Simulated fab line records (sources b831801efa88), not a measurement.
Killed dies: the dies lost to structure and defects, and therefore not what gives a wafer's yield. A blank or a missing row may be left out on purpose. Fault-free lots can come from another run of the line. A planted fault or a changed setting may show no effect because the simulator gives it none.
What tool caused it? ; flow sky130 ; 13 lots with 39 wafers sampled at 2 steps, on a route of 708 steps

## WHAT EACH GAUGE READ, for each wafer
Not one reading of a measure or inspect step in the record can be checked against a usual standard deviation.

## WHAT TOOL EACH LOT RAN ON (gives the tool, then ch and the chambers of the sampled wafers, and finally the start)
lot;SKY_VIA4_CMP_21;SKY_PAD_OPEN_PROBE_99
L794;cmp-01 ch 2,3, day 42 17:48;-
L795;cmp-02 ch 0,2,3, day 42 19:25;-
L796;cmp-01 ch 0,2, day 42 21:48;-
L797;cmp-02 ch 0,1,2, day 43 11:34;-
L798;cmp-02 ch 2,3, day 43 15:54;-
L799;cmp-01 ch 0,2,3, day 44 01:34;-
L800;cmp-01 ch 0,3, day 44 03:29;-
L801;cmp-01 ch 0,2, day 44 14:40;prober-01, day 47 08:10
L807;cmp-01 ch 1,3, day 45 21:18;prober-01, day 48 12:30
L810;cmp-02 ch 0,1,3, day 46 20:58;-
L815;cmp-01 ch 1,2,3, day 48 03:55;-
L816;cmp-02 ch 0,1,2, day 48 05:02;-
L817;cmp-02 ch 1,3, day 48 09:41;-
- SKY_VIA4_CMP_21: polishes, stops on SiO2, t overpolish 25 s, target thk 0 nm.
- SKY_PAD_OPEN_PROBE_99

## WHAT THE TOOLS THEMSELVES READ (means of the sampled wafers that have a number; where no wafer has one, the mark that the record gives instead)
SKY_VIA4_CMP_21. Usual: edge_zone_pressure_frac 0.999, standard deviation 0.0052; motor_current_A 10.8 A, standard deviation 1; overpolish_run_s 25.002 s, standard deviation 0.0085; time_to_endpoint_s 123 s, standard deviation 3.4.
lot;tool;edge_zone_pressure_frac;motor_current_A (A);overpolish_run_s (s);time_to_endpoint_s (s);flag
L794;cmp-01;0.999;11.0;25.005;125;
L795;cmp-02;1.002;11.2;25.010;124;
L796;cmp-01;1.001;9.7;25.000;123;
L797;cmp-02;0.998;11.6;25.002;120;
L798;cmp-02;0.995;11.2;24.999;119;
L799;cmp-01;0.999;10.2;25.006;119;
L800;cmp-01;1.002;9.6;25.014;127;
L801;cmp-01;0.997;10.8;16.682;146;OFF
L807;cmp-01;1.000;10.4;16.677;148;OFF
L810;cmp-02;0.998;10.8;24.998;123;
L815;cmp-01;1.001;10.9;25.005;127;
L816;cmp-02;1.002;11.7;25.008;123;
L817;cmp-02;1.000;10.7;25.004;124;

SKY_PAD_OPEN_PROBE_99. Usual: defect_limited_yield 82.5 %, standard deviation 1.9; killed_at_M0_to_M3 42, standard deviation 7.4; killed_at_M4_up 3.4, standard deviation 1.8; killed_at_contacts 25, standard deviation 5.4; killed_at_front_end 15, standard deviation 4.4; killed_at_other 0.2, standard deviation 0.52; killed_dies 86, standard deviation 9.3; killed_on_rim 17, standard deviation 3.9; killed_open 47, standard deviation 7.6; killed_short 39, standard deviation 6.5; sort_bin_3_pad_short 0.9 %, standard deviation 0.46; sort_bin_5_function 10.3 %, standard deviation 1.5; sort_bin_6_memory 6.3 %, standard deviation 1.2; sort_n_pass 406, standard deviation 9.3; sort_yield_pct 82.5 %, standard deviation 1.9.
lot;tool;defect_limited_yield (%);killed_at_M0_to_M3;killed_at_M4_up;killed_at_contacts;killed_at_front_end;killed_at_other;killed_dies;killed_on_rim;killed_open;killed_short;sort_bin_3_pad_short (%);sort_bin_5_function (%);sort_bin_6_memory (%);sort_n_pass;sort_yield_pct (%);flag
L801;prober-01;54.4;45;132.7;28;19;0.0;224;43;50;44;27.8;11.1;6.7;268;54.4;OFF
L807;prober-01;54.1;51;132.3;24;19;0.3;226;44;53;45;27.2;12.3;6.4;266;54.1;OFF

## THE ANSWER, worked out from the rows above alone
Rule: take the mean of a lot's wafers that have a number; if it is more than 3 standard deviations from the usual mean, the lot is off. A lot without any number at a reading at which 4 lots or more have one is off too. All remaining lots with rows at the step are treated as sound. Order of review: gauges by route order, followed by the tools' own readings, for which a lot's mean as printed above is used. The first step at which some lot is off is used, and at that step the reading that is off furthest; a lot without a number counts as furthest.
Off at SKY_VIA4_CMP_21 (overpolish_run_s): L801, L807.
If a tool, at that step or one of the process steps before it, ran each lot that is off and ran no sound lot following the first of them, it fits. No candidate that was tried fits.

## WHAT WAS PUT IN BY THE SIMULATOR
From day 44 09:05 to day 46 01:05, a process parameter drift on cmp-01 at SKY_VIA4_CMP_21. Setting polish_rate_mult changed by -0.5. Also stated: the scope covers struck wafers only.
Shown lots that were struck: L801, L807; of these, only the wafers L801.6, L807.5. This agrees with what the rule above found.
